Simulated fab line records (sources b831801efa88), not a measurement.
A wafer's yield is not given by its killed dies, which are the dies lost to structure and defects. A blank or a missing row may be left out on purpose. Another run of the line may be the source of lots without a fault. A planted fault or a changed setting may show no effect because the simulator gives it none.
Matching of chambers / flow sky130 / SKY_VIA4_ETCH_12 on rie-diel-01 has 4 sister chambers
The step etches SiO2 in C4F8/O2/Ar, stops on TiN, target depth 580 nm. 7 wafers are shown with their chamber, then 7 later ones without.

## EACH WAFER AND ITS CHAMBER
wafer=L075.3; chamber=2; bias-w (W)=1195; oes-product-au (a.u.)=0.926
wafer=L076.5; chamber=3; bias-w (W)=1198; oes-product-au (a.u.)=0.926
wafer=L084.2; chamber=0; bias-w (W)=1205; oes-product-au (a.u.)=0.925
wafer=L091.2; chamber=3; bias-w (W)=1203; oes-product-au (a.u.)=0.928
wafer=L091.6; chamber=1; bias-w (W)=1201; oes-product-au (a.u.)=0.927
wafer=L094.1; chamber=0; bias-w (W)=1206; oes-product-au (a.u.)=0.925
wafer=L094.3; chamber=1; bias-w (W)=1200; oes-product-au (a.u.)=0.930

## WAFERS WITHOUT THEIR CHAMBER
wafer=L094.6; bias-w (W)=1201; oes-product-au (a.u.)=0.933
wafer=L096.1; bias-w (W)=1199; oes-product-au (a.u.)=0.917
wafer=L096.4; bias-w (W)=1195; oes-product-au (a.u.)=0.929
wafer=L096.5; bias-w (W)=1197; oes-product-au (a.u.)=0.924
wafer=L095.1; bias-w (W)=1196; oes-product-au (a.u.)=0.930
wafer=L095.5; bias-w (W)=1199; oes-product-au (a.u.)=0.938
wafer=L095.6; bias-w (W)=1201; oes-product-au (a.u.)=0.927

## THE CHAMBER EACH PASSED THROUGH
wafer=L094.6; from the rows above=can't be placed: 1 or 3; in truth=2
wafer=L096.1; from the rows above=can't be placed: 0 or 2 or 3 or 1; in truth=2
wafer=L096.4; from the rows above=can't be placed: 2 or 1 or 3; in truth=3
wafer=L096.5; from the rows above=can't be placed: 2 or 3 or 1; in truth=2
wafer=L095.1; from the rows above=can't be placed: 1 or 2 or 3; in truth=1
wafer=L095.5; from the rows above=can't be placed: 1 or 3 or 2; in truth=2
wafer=L095.6; from the rows above=can't be placed: 3 or 1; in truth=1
Placed correctly: 0 of 7. Not placeable from these rows: 7 (in 6, the candidates include the true chamber). Number placed wrongly: 0.
How it was worked out, from the rows above alone: a wafer's distance from a chamber is the root of the sum, over the readings, of the square of ((its reading less the chamber's mean) divided by the reading's scatter). If the next closest chamber is less than 2 further off than the closest, the wafer can't be placed; otherwise it belongs to the closest. The mean given for a chamber averages the wafers shown for that chamber. The scatter is the square root of a quotient: the sum, over the shown wafers, of each reading's squared deviation from its chamber's mean, divided by wafers minus chambers.
